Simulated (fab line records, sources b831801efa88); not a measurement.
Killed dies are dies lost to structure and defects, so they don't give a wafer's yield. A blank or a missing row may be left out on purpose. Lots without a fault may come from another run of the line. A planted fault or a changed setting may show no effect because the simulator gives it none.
Which tool did it? | flow sky130 | 6 lots, 18 wafers sampled, at 2 steps of a route of 708

WHAT THE GAUGES READ, wafer by wafer
SKY_SD_P_CD_MEAS_07: target cd 380 nm.
lot  | measured     | on        | cd_nm (nm)
L918 | day 26 21:07 | cd_sem-02 | 380.2 378.9 378.4
L922 | day 28 00:49 | cd_sem-02 | 381.8 382.0 381.1
L924 | day 28 18:35 | cd_sem-02 | 381.3 383.2 383.0
L926 | day 29 05:44 | cd_sem-02 | 377.9 377.7 377.3
L929 | day 31 09:56 | cd_sem-01 | 382.3 384.2 385.1
L931 | day 31 10:14 | cd_sem-01 | 303.5 303.3 302.9

WHICH TOOL RAN EACH LOT (tool, then ch and the chambers of the sampled wafers, then the start)
lot  | SKY_SD_P_EXPOSE_04
L918 | iline_stepper-02 ch 0, day 26 06:47
L922 | iline_stepper-02 ch 0, day 27 10:39
L924 | iline_stepper-02 ch 0, day 28 05:27
L926 | iline_stepper-01 ch 0, day 28 17:29
L929 | iline_stepper-02 ch 0, day 30 19:40
L931 | iline_stepper-02 ch 0, day 30 19:55
- SKY_SD_P_EXPOSE_04: exposes mask PSDM, target cd 380 nm.

THE ANSWER, worked out from the rows above alone
Rule: what is usual is taken from the lots themselves. Put in order of their means at a reading, lots are off if they are a third of the lots or fewer, leave a main group of 4 or more, and stand apart from it by a gap of 3 or more times the standard deviation of the main group's means; of several such gaps the widest counts. A main group whose means are all the same, to the digits that the tables above print for the reading, isn't used. A lot without any number at a reading at which 4 lots or more have one is off too. The other lots that the step has rows for count as sound.
Off: L931, at SKY_SD_P_CD_MEAS_07 (cd_nm). The main group: mean 381.0 nm, standard deviation 2.3.
A tool fits if, at a process step before that reading, it ran every lot that is off, and no sound lot after the first of them. The gauges at SKY_SD_P_CD_MEAS_07 are tried like those tools. Can't be told from this: 2 tools fit, iline_stepper-02 at SKY_SD_P_EXPOSE_04, cd_sem-01 at SKY_SD_P_CD_MEAS_07.

WHAT THE SIMULATOR HAD PUT IN
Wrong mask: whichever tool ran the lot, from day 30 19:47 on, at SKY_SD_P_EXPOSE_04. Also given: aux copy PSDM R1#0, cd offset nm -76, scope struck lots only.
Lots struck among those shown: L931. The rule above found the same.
